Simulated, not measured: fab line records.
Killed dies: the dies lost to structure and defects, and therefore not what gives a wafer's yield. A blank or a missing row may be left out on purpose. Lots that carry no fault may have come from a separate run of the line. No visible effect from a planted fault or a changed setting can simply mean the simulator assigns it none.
Matching of chambers | flow gf180mcu | GF_V5_ETCH_16 on rieDiel-04 has 4 sister chambers
The step etches BARC in N2/H2. 20 wafers are shown with their chamber, then 10 later ones without.

## WAFERS PAIRED WITH THEIR CHAMBERS
wafer  | chamber | drypumpMotorCurrentA (A) | oesProductAu (a.u.) | throttleValvePct (%)
L074.1 | 2       | 5.6                      | 0.856               | 13.214
L074.2 | 1       | 5.7                      | 0.855               | 13.234
L074.5 | 3       | 5.6                      | 0.861               | 13.219
L075.2 | 1       | 5.7                      | 0.851               | 13.230
L075.3 | 3       | 5.6                      | 0.857               | 13.236
L075.4 | 0       | 4.9                      | 0.853               | 13.228
L076.1 | 1       | 5.7                      | 0.857               | 13.228
L076.3 | 0       | 4.9                      | 0.858               | 13.238
L076.5 | 1       | 5.7                      | 0.849               | 13.229
L081.2 | 1       | 5.7                      | 0.865               | 13.220
L081.3 | 0       | 4.9                      | 0.857               | 13.231
L081.6 | 2       | 5.6                      | 0.866               | 13.225
L082.1 | 0       | 4.9                      | 0.853               | 13.243
L082.2 | 1       | 5.6                      | 0.853               | 13.234
L082.3 | 3       | 5.6                      | 0.856               | 13.222
L082.4 | 2       | 5.6                      | 0.858               | 13.236
L082.5 | 0       | 4.9                      | 0.855               | 13.226
L082.6 | 3       | 5.6                      | 0.854               | 13.226
L090.1 | 0       | 4.9                      | 0.851               | 13.220
L090.4 | 2       | 5.6                      | 0.854               | 13.225

SIGNATURES (means of the wafers above)
reading              | chamber 0 | chamber 1 | chamber 2 | chamber 3 | scatter within a chamber
drypumpMotorCurrentA | 4.900     | 5.683     | 5.600     | 5.600     | 0.0228
oesProductAu         | 0.85450   | 0.85500   | 0.85850   | 0.85700   | 0.00436
throttleValvePct     | 13.23100  | 13.22917  | 13.22500  | 13.22575  | 0.00745
Rule: a wafer lies at a distance from a chamber equal to the root of the sum of squares, over the readings, of (its reading less the chamber's mean, divided by the reading's scatter). If the next closest chamber is less than 2 further off than the closest, the wafer can't be placed; otherwise it belongs to the closest. How the scatter is found: for the shown wafers, subtract from each reading the mean of its chamber, square and add these, divide the total by (wafers less chambers), then take the root.

## WAFERS WITH NO CHAMBER GIVEN
wafer  | drypumpMotorCurrentA (A) | oesProductAu (a.u.) | throttleValvePct (%)
L090.6 | 5.6                      | 0.853               | 13.228
L092.1 | 5.6                      | 0.868               | 13.238
L092.3 | 5.7                      | 0.849               | 13.240
L092.4 | 5.6                      | 0.857               | 13.230
L095.2 | 4.9                      | 0.856               | 13.221
L095.3 | 5.7                      | 0.848               | 13.227
L095.6 | 5.6                      | 0.850               | 13.225
L096.1 | 5.6                      | 0.854               | 13.234
L096.4 | 5.7                      | 0.853               | 13.215
L096.6 | 4.9                      | 0.861               | 13.216

## THE CHAMBER EACH PASSED THROUGH
wafer  | from the rows above     | in truth
L090.6 | can't be placed: 3 or 2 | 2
L092.1 | can't be placed: 2 or 3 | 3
L092.3 | 1                       | 1
L092.4 | can't be placed: 3 or 2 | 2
L095.2 | 0                       | 0
L095.3 | 1                       | 1
L095.6 | can't be placed: 3 or 2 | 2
L096.1 | can't be placed: 3 or 2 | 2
L096.4 | 1                       | 1
L096.6 | 0                       | 0
Correct placement for 5 of the 10. Not placeable from these rows: 5 (in 5, the candidates include the true chamber). Placed wrongly: 0.
